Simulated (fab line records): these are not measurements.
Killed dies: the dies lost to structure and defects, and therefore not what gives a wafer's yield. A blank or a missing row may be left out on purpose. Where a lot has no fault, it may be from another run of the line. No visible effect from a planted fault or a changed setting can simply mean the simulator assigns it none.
fab line records -- flow sky130
[record] lots = 7, wafers = 19, last-day = 49
route steps=708 shown GATE_OXIDE@197 POLY_GATE@204 RES_PROTECT@206 PAD_OPEN@708
lots that met no fault: from a run of the same line without faults
start-h: hours from the record's opening day to when the first of the lot's shown wafers began -- wait-h: how many hours have passed since the lot's step before this one -- " same as the row above -- L1.1+2: a row that stands for several wafers -- - either no value or no given start -- * or withheld: withheld -- < > ~ a bound
route shown NAME@n: NAME is a module with steps in the file, n the number in the route of the first one -- usual: mean and standard deviation over wafers with no fault -- same: alike in all rows -- chamber/n: place in a boat -- sites: the reading at each site -- _std_site: how widely they spread, as a standard deviation -- _edge_site: inner sites' mean taken away from outer sites' mean -- radius-mm: how far each site lies from the wafer's centre -- mask NAME#n: copy n -- behind: the last tool/chamber to shape the wafer -- hold: why the lot was held/for how many hours/how that ended -- device: transistor that didn't switch, given as n, p or np -- end of line: the same wafers' tests at the end of the route -- a step without rows: its recipe alone -- killed: count of dies lost to structure and defects at first sort (not the wafer's yield) -- map: shows each die of a wafer: x if killed, . if not, _ if none is there
set.NAME: the setting that was run; set.NAME@STEP: the one run at that earlier step -- model.NAME: the simulator's own value behind a step, which no gauge read
lots at some steps of the route; a table a step, a row a wafer
services: from which hour (start-h, from the record's first day; less than 0 if before it) a tool's chamber was out of use, for how many hours, and why
[[steps]]
[step SKY_GATE_OXIDE_OVL_MEAS_10]
[usual] GATE_OXIDE_OVL = 0.1/1.1
lot.wafer,tool,chamber,start-h,wait-h,GATE_OXIDE_OVL[nm]
L716.2,overlay-02,-,351.57,0.1,1.2
L716.3,overlay-02,-,351.57,0.1,1.4
L716.4,overlay-02,-,351.57,0.1,0.1
L717.1,overlay-02,-,358.27,0.1,2.1
L717.2,overlay-02,-,358.27,0.1,0.5
L717.6,overlay-02,-,358.27,0.1,3.5
L718.4,overlay-02,-,367.94,0.1,0.2
L718.5,overlay-02,-,367.94,0.1,-0.4
L721.3,overlay-02,-,385.48,0.1,-1.5
L721.5,overlay-02,-,385.48,0.1,0.3
L725.2,overlay-01,-,428.18,0.1,-0.4
L725.4,overlay-01,-,428.18,0.1,0.8
L725.6,overlay-01,-,428.18,0.1,0.4
L726.3,overlay-01,-,442.48,0.1,1.5
L726.5,overlay-01,-,442.48,0.1,1.5
L726.6,overlay-01,-,442.48,0.1,1.0
L727.2,overlay-02,-,450.72,0.1,0.6
L727.5,overlay-02,-,450.72,0.1,1.0
L727.6,overlay-02,-,450.72,0.1,0.7
[step SKY_GATE_OXIDE_IMPLANT_11]
[recipe] species = B, energy-kev = 10, dose-cm2 = 2.6e+12, tilt-deg = withheld
[step SKY_GATE_OXIDE_WET_ETCH_12]
[recipe] chemistry = dHF, target-depth-nm = 16.8, dry = n2-spin, target = SiO2, dilution = 100:1, temp-c = 25, time-s = 336
[step SKY_GATE_OXIDE_STRIP_13]
[recipe] chemistry = O2/N2, power-w = 1400, pressure-mtorr = 1500, platen-temp-c = withheld, o2-flow-sccm = 3000, n2-flow-sccm = 300, overash-fraction = 0.5
[usual] drypump-motor-current-A = 5.4/0.42, n2-flow-sccm = 300.0/0.95, oes-product-au = 0.715/0.0043, strip-time-to-endpoint-s = 14.18/0.034
lot.wafer,tool,chamber,start-h,wait-h,drypump-motor-current-A,n2-flow-sccm,oes-product-au,rf-hours-counter-h,strip-time-to-endpoint-s
L716.2,plasma-asher-03,1,351.85,0.0,5.0,300.2,0.710,52,14.13
L716.3,plasma-asher-03,0,351.85,0.0,5.0,300.3,0.717,-,14.18
L716.4,plasma-asher-03,1,351.85,0.0,5.1,301.2,0.714,-,14.13
L717.1,plasma-asher-02,1,358.56,0.0,5.2,300.9,0.723,25,14.13
L717.2,plasma-asher-02,0,358.56,0.0,6.2,299.8,0.714,25,14.18
L717.6,plasma-asher-02,0,358.56,0.0,6.2,298.9,0.717,-,14.17
L718.4,plasma-asher-01,1,368.24,0.0,5.8,301.7,0.717,-,14.19
L718.5,plasma-asher-01,1,368.24,0.0,5.8,300.3,0.712,-,14.20
L721.3,plasma-asher-01,1,385.80,0.0,5.9,299.6,0.710,-,14.17
L721.5,plasma-asher-01,1,385.80,0.0,5.8,300.1,0.709,-,14.17
L725.2,plasma-asher-02,1,428.46,0.0,5.2,300.1,0.716,32,14.22
L725.4,plasma-asher-02,0,428.46,0.0,6.2,298.6,0.715,-,14.20
L725.6,plasma-asher-02,0,428.46,0.0,6.2,299.9,0.716,-,14.18
L726.3,plasma-asher-02,0,442.79,0.0,6.3,301.2,0.714,-,14.19
L726.5,plasma-asher-02,1,442.79,0.0,5.2,299.3,0.711,-,14.15
L726.6,plasma-asher-02,0,442.79,0.0,6.3,301.1,0.710,-,14.19
L727.2,plasma-asher-03,0,451.00,0.0,5.0,301.9,0.712,62,14.18
L727.5,plasma-asher-03,0,451.00,0.0,5.0,301.9,0.717,-,14.23
L727.6,plasma-asher-03,1,451.00,0.0,5.1,300.4,0.720,-,14.20
[step SKY_GATE_OXIDE_TW_MEAS_14]
[usual] GATE_OXIDE_TW = 222.8/1.1
lot.wafer,tool,chamber,start-h,wait-h,GATE_OXIDE_TW
L716.2,film-metro-01,-,351.96,0.1,222.7
L716.3,film-metro-01,-,351.96,0.1,221.1
L716.4,film-metro-01,-,351.96,0.1,222.5
L717.1,film-metro-01,-,358.66,0.1,222.3
L717.2,film-metro-01,-,358.66,0.1,222.0
L717.6,film-metro-01,-,358.66,0.1,223.6
L718.4,film-metro-02,-,368.34,0.1,222.5
L718.5,film-metro-02,-,368.34,0.1,222.6
L721.3,film-metro-02,-,385.89,0.1,220.8
L721.5,film-metro-02,-,385.89,0.1,220.6
L725.2,film-metro-03,-,428.57,0.1,223.4
L725.4,film-metro-03,-,428.57,0.1,224.1
L725.6,film-metro-03,-,428.57,0.1,224.0
L726.3,film-metro-03,-,442.88,0.1,224.4
L726.5,film-metro-03,-,442.88,0.1,224.9
L726.6,film-metro-03,-,442.88,0.1,225.1
L727.2,film-metro-02,-,451.11,0.1,221.7
L727.5,film-metro-02,-,451.11,0.1,222.1
L727.6,film-metro-02,-,451.11,0.1,221.7
[step SKY_GATE_OXIDE_CLEAN_15]
[recipe] chemistry = SC1/SC2, mix = 1:4:20, temp-c = 70, time-s = 150, dry = n2-spin
[step SKY_GATE_OXIDE_OXIDATION_16]
[recipe] temp-c = 800, ambient = O2, idle-temp-c = 700, ramp-up-c-per-min = 10, ramp-down-c-per-min = 3, stabilise-s = 600, purge-s = 300, target-thk-a = 35.7, ox-time-s = 1915
[step SKY_POLY_GATE_CVD_00]
[recipe] material = poly-Si, target-thk-nm = 180, temp-c = 620, time-s = 720, pressure-mtorr = 200
[step SKY_POLY_GATE_THK_MEAS_01]
[recipe] reads = poly-Si_of_POLY_GATE_CVD_00
[usual] POLY_GATE_CVD_00_THK = 179.7/1.4
lot.wafer,tool,chamber,start-h,wait-h,POLY_GATE_CVD_00_THK[nm]
L716.2,film-metro-02,-,355.34,0.0,179.0
L716.3,film-metro-02,-,355.34,0.0,178.5
L716.4,film-metro-02,-,355.34,0.0,179.0
L717.1,film-metro-02,-,361.76,0.0,180.5
L717.2,film-metro-02,-,361.76,0.0,180.1
L717.6,film-metro-02,-,361.76,0.0,179.3
L718.4,film-metro-01,-,371.90,0.0,179.7
L718.5,film-metro-01,-,371.90,0.0,179.5
L721.3,film-metro-01,-,391.04,0.0,178.1
L721.5,film-metro-01,-,391.04,0.0,178.4
L725.2,film-metro-04,-,431.43,0.0,179.8
L725.4,film-metro-04,-,431.43,0.0,179.8
L725.6,film-metro-04,-,431.43,0.0,180.7
L726.3,film-metro-02,-,445.72,0.0,180.7
L726.5,film-metro-02,-,445.72,0.0,180.9
L726.6,film-metro-02,-,445.72,0.0,181.7
L727.2,film-metro-04,-,455.98,0.0,177.5
L727.5,film-metro-04,-,455.98,0.0,176.9
L727.6,film-metro-04,-,455.98,0.0,178.4
[step SKY_RES_PROTECT_DEHYDRATE_00]
[recipe] temp-c = 200, time-s = 60
[step SKY_RES_PROTECT_HMDS_01]
[recipe] prime-time-s = 60, prime-temp-c = 120
[step SKY_RES_PROTECT_COAT_02]
[recipe] resist = NOVOLAK, spin-rpm = 3000, resist-thk-nm = 1140
[step SKY_RES_PROTECT_SOFTBAKE_03]
[recipe] temp-c = 90, time-s = 60, resist = NOVOLAK
[usual] heater-power-total-W = 56.60/0.046, run-length-s = 89.28/0.14
lot.wafer,tool,chamber,start-h,wait-h,heater-power-total-W,run-length-s
L716.2,litho-track-04,0,369.49,0.1,56.62,89.19
L716.3,litho-track-04,0,369.49,0.1,57.33,86.96
L716.4,litho-track-04,0,369.49,0.1,56.57,89.11
L717.1,litho-track-03,0,375.36,0.1,56.59,89.42
L717.2,litho-track-03,0,375.36,0.1,56.59,89.30
L717.6,litho-track-03,0,375.36,0.1,56.58,89.29
L718.4,litho-track-04,0,385.09,0.1,56.62,89.29
L718.5,litho-track-04,0,385.09,0.1,57.28,87.11
L721.3,litho-track-04,0,405.62,0.1,57.30,86.96
L721.5,litho-track-04,0,405.62,0.1,57.38,86.99
L725.2,litho-track-02,0,446.86,0.1,56.67,89.20
L725.4,litho-track-02,0,446.86,0.1,56.68,89.13
L725.6,litho-track-02,0,446.86,0.1,56.57,89.19
L726.3,litho-track-04,0,461.87,0.1,56.61,89.24
L726.5,litho-track-04,0,461.87,0.1,56.53,89.19
L726.6,litho-track-04,0,461.87,0.1,56.65,89.43
L727.2,litho-track-02,0,471.26,0.1,56.64,89.39
L727.5,litho-track-02,0,471.26,0.1,56.58,88.98
L727.6,litho-track-02,0,471.26,0.1,56.61,89.03
[step SKY_RES_PROTECT_EXPOSE_04]
[recipe] mask-id = RPM, na = 0.6, source-shape = conventional, sigma-outer = 0.6, polarization = unpolarized, target-cd-nm = 1270, dose-mj = 131
[step SKY_PAD_OPEN_PROBE_99]
[usual] killed_at_M0_to_M3 = 44/7.5, killed_at_M4_up = 3.2/1.9, killed-at-contacts = 23/4.7, killed-at-front-end = 15/4.7, killed-at-other = 0.4/0.66, killed-dies = 87/9.3, killed-open = 47/7.2, killed-short = 39/6.5
[same] gross-dies = 492, killed-at-back-side = 0
lot.wafer,tool,chamber,start-h,wait-h,killed_at_M0_to_M3,killed_at_M4_up,killed-at-contacts,killed-at-front-end,killed-at-other,killed-dies,killed-open,killed-short
L716.2,prober-01,-,1109.33,0.1,39,3,23,20,0,85,42,42
L716.3,prober-01,-,1109.38,0.2,43,2,18,14,1,78,35,39
L716.4,prober-01,-,1109.43,0.2,59,1,22,18,0,100,66,31
L717.1,prober-02,-,1112.09,0.1,34,0,21,11,0,66,43,23
L717.2,prober-02,-,1112.14,0.1,45,2,25,9,0,81,41,40
L717.6,prober-02,-,1112.34,0.2,43,5,26,12,0,86,44,42
L718.4,prober-01,-,1116.04,0.2,38,3,20,12,0,73,44,29
L718.5,prober-01,-,1116.09,0.2,49,4,13,12,0,78,33,45
L721.3,prober-02,-,1134.10,0.2,47,2,23,16,0,88,54,33
L721.5,prober-02,-,1134.20,0.2,53,1,18,15,0,87,60,26
L725.2,prober-02,-,1154.85,0.1,54,2,21,18,1,96,48,48
L725.4,prober-02,-,1154.95,0.2,47,2,19,24,0,92,59,32
L725.6,prober-02,-,1155.05,0.2,66,0,26,14,1,107,59,48
L726.3,prober-01,-,1164.08,0.2,48,3,31,12,0,94,57,37
L726.5,prober-01,-,1164.18,0.2,47,2,18,10,0,77,48,29
L726.6,prober-01,-,1164.23,0.2,51,0,28,10,1,90,48,38
L727.2,prober-01,-,1174.41,0.1,41,4,26,23,0,94,60,34
L727.5,prober-01,-,1174.56,0.2,45,2,20,16,0,83,47,35
L727.6,prober-01,-,1174.61,0.2,49,1,21,7,1,79,46,33
// killed by level:class
L716.2 VIA1:geometric-particle:open=8 FIELD_ISO:geometric-particle:open=6 VIA1:geometric-particle:short=6 CONTACT:geometric-particle:open=6 VIA3:geometric-particle:open=6 POLY_GATE:geometric-particle:short=5 LI_CONTACT:geometric-particle:short=5 LI_CONTACT:geometric-particle:open=5
L716.3 VIA3:geometric-particle:open=9 FIELD_ISO:geometric-particle:short=6 VIA1:geometric-particle:open=6 METAL1:geometric-particle:short=6 CONTACT:geometric-particle:short=5 METAL2:geometric-particle:short=5 CONTACT:geometric-particle:open=4 VIA2:geometric-particle:open=4
L716.4 VIA1:geometric-particle:open=19 CONTACT:geometric-particle:open=9 VIA1:geometric-particle:short=9 VIA3:geometric-particle:open=9 VIA2:geometric-particle:open=8 LI_CONTACT:geometric-particle:open=6 FIELD_ISO:geometric-particle:open=5 POLY_GATE:geometric-particle:open=5
L717.1 VIA1:geometric-particle:open=10 CONTACT:geometric-particle:open=9 LI_CONTACT:geometric-particle:open=7 POLY_GATE:geometric-particle:open=5 VIA3:geometric-particle:open=5 VIA2:geometric-particle:open=5 POLY_GATE:geometric-particle:short=4 LOCAL_INTERCONNECT:geometric-particle:short=3
L717.2 VIA1:geometric-particle:open=15 CONTACT:geometric-particle:short=8 CONTACT:geometric-particle:open=8 VIA1:geometric-particle:short=7 METAL3:geometric-particle:short=6 METAL1:geometric-particle:short=4 METAL2:geometric-particle:short=4 VIA2:geometric-particle:open=4
L717.6 VIA1:geometric-particle:open=15 LI_CONTACT:geometric-particle:open=9 CONTACT:geometric-particle:open=8 VIA1:geometric-particle:short=6 METAL2:geometric-particle:short=6 VIA2:geometric-particle:open=5 CONTACT:geometric-particle:short=4 METAL4:geometric-particle:short=4
L718.4 VIA1:geometric-particle:open=11 VIA2:geometric-particle:open=8 LI_CONTACT:geometric-particle:open=6 CONTACT:geometric-particle:open=6 FIELD_ISO:geometric-particle:open=5 VIA2:geometric-particle:short=4 SPACER:geometric-particle:short=3 LI_CONTACT:geometric-particle:short=3
L718.5 VIA1:geometric-particle:open=14 METAL2:geometric-particle:short=8 METAL1:geometric-particle:short=7 VIA2:geometric-particle:open=7 LOCAL_INTERCONNECT:geometric-particle:short=5 VIA1:geometric-particle:short=5 METAL4:geometric-particle:short=4 LI_CONTACT:geometric-particle:open=4
L721.3 VIA1:geometric-particle:open=12 CONTACT:geometric-particle:open=9 VIA2:geometric-particle:open=9 VIA3:geometric-particle:open=8 FIELD_ISO:geometric-particle:open=7 LI_CONTACT:geometric-particle:short=5 CONTACT:geometric-particle:short=4 VIA3:geometric-particle:short=4
L721.5 VIA1:geometric-particle:open=17 VIA2:geometric-particle:open=9 CONTACT:geometric-particle:open=9 METAL1:geometric-particle:short=5 VIA3:geometric-particle:open=5 VIA1:geometric-particle:short=4 METAL1:geometric-particle:open=4 FIELD_ISO:geometric-particle:open=3
L725.2 CONTACT:geometric-particle:open=11 VIA1:geometric-particle:open=11 METAL2:geometric-particle:short=9 METAL1:geometric-particle:short=8 VIA1:geometric-particle:short=7 FIELD_ISO:geometric-particle:short=6 VIA2:geometric-particle:open=6 POLY_GATE:geometric-particle:short=4
L725.4 VIA1:geometric-particle:open=10 POLY_GATE:geometric-particle:open=8 VIA3:geometric-particle:open=8 LI_CONTACT:geometric-particle:open=7 METAL1:geometric-particle:short=7 VIA2:geometric-particle:open=6 FIELD_ISO:geometric-particle:open=5 CONTACT:geometric-particle:open=4
L725.6 VIA2:geometric-particle:open=14 VIA1:geometric-particle:open=13 CONTACT:geometric-particle:open=12 METAL1:geometric-particle:short=10 METAL2:geometric-particle:short=9 VIA3:geometric-particle:short=6 POLY_GATE:geometric-particle:short=6 LI_CONTACT:geometric-particle:open=5
L726.3 CONTACT:geometric-particle:open=12 LI_CONTACT:geometric-particle:open=11 VIA1:geometric-particle:open=10 VIA2:geometric-particle:open=9 VIA3:geometric-particle:open=7 METAL2:geometric-particle:short=6 FIELD_ISO:geometric-particle:short=4 CONTACT:geometric-particle:short=4
L726.5 VIA1:geometric-particle:open=11 CONTACT:geometric-particle:open=7 LI_CONTACT:geometric-particle:open=6 VIA3:geometric-particle:open=6 VIA2:geometric-particle:open=5 FIELD_ISO:geometric-particle:open=4 VIA3:geometric-particle:short=4 METAL3:geometric-particle:short=4
L726.6 VIA1:geometric-particle:open=17 LI_CONTACT:geometric-particle:open=7 CONTACT:geometric-particle:open=7 VIA2:geometric-particle:open=7 CONTACT:geometric-particle:short=6 LI_CONTACT:geometric-particle:short=5 VIA1:geometric-particle:short=5 METAL2:geometric-particle:short=5
L727.2 FIELD_ISO:geometric-particle:open=10 CONTACT:geometric-particle:open=9 VIA1:geometric-particle:open=9 VIA2:geometric-particle:open=9 VIA3:geometric-particle:open=8 LI_CONTACT:geometric-particle:open=7 LI_CONTACT:geometric-particle:short=5 FIELD_ISO:geometric-particle:short=4
L727.5 VIA1:geometric-particle:open=9 VIA3:geometric-particle:open=8 LI_CONTACT:geometric-particle:open=7 VIA2:geometric-particle:open=6 POLY_GATE:geometric-particle:open=5 LOCAL_INTERCONNECT:geometric-particle:short=5 METAL2:geometric-particle:short=5 FIELD_ISO:geometric-particle:open=4
L727.6 VIA1:geometric-particle:open=9 CONTACT:geometric-particle:open=9 VIA2:geometric-particle:open=7 VIA3:geometric-particle:open=6 VIA1:geometric-particle:short=5 METAL2:geometric-particle:short=5 VIA2:geometric-particle:short=5 LI_CONTACT:geometric-particle:open=4
[[services]]
tool,chamber,start-h,hours,kind
plasma-asher-01,-,337.55,14.6,pm
plasma-asher-03,-,378.58,1.8,repair
plasma-asher-02,-,397.98,3.5,repair
plasma-asher-02,-,413.53,0.6,repair
plasma-asher-01,-,421.25,9.0,pm
plasma-asher-01,0,421.25,9.0,vent-cycle
plasma-asher-01,1,421.25,9.0,vent-cycle
plasma-asher-01,0,430.25,-,clean
plasma-asher-01,1,430.25,-,clean
plasma-asher-03,-,438.54,3.6,repair
plasma-asher-02,-,441.03,0.7,repair
[[key]]
[first-sign] step = SKY_RES_PROTECT_SOFTBAKE_03, reading = heater-power-total-W, direction = up, sigmas = 16, usual = *, struck = *
[effect] step = SKY_RES_PROTECT_SOFTBAKE_03, reading = run-length-s, direction = down, sigmas = 16, usual = *, struck = *
met-at SKY_RES_PROTECT_SOFTBAKE_03
struck-wafers L716.3,L718.5,L721.3,L721.5
tester-left-out L716,L718,L721
[fault] kind = process-parameter-drift, tool = litho-track-04, chamber = -, onset-h = 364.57, steps = SKY_RES_PROTECT_SOFTBAKE_03, channel = time-s, offset = *, shape = step, end-h = 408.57, scope = struck-wafers-only, acts-in = *, stated = *
// tester-left-out: of these lots the tester's yield and bins aren't shown, on N5 and GAA mostly nor the transistor test; their killed dies are dies lost to structure and defects alone, not to doping, threshold or leakage, so they don't give the yield
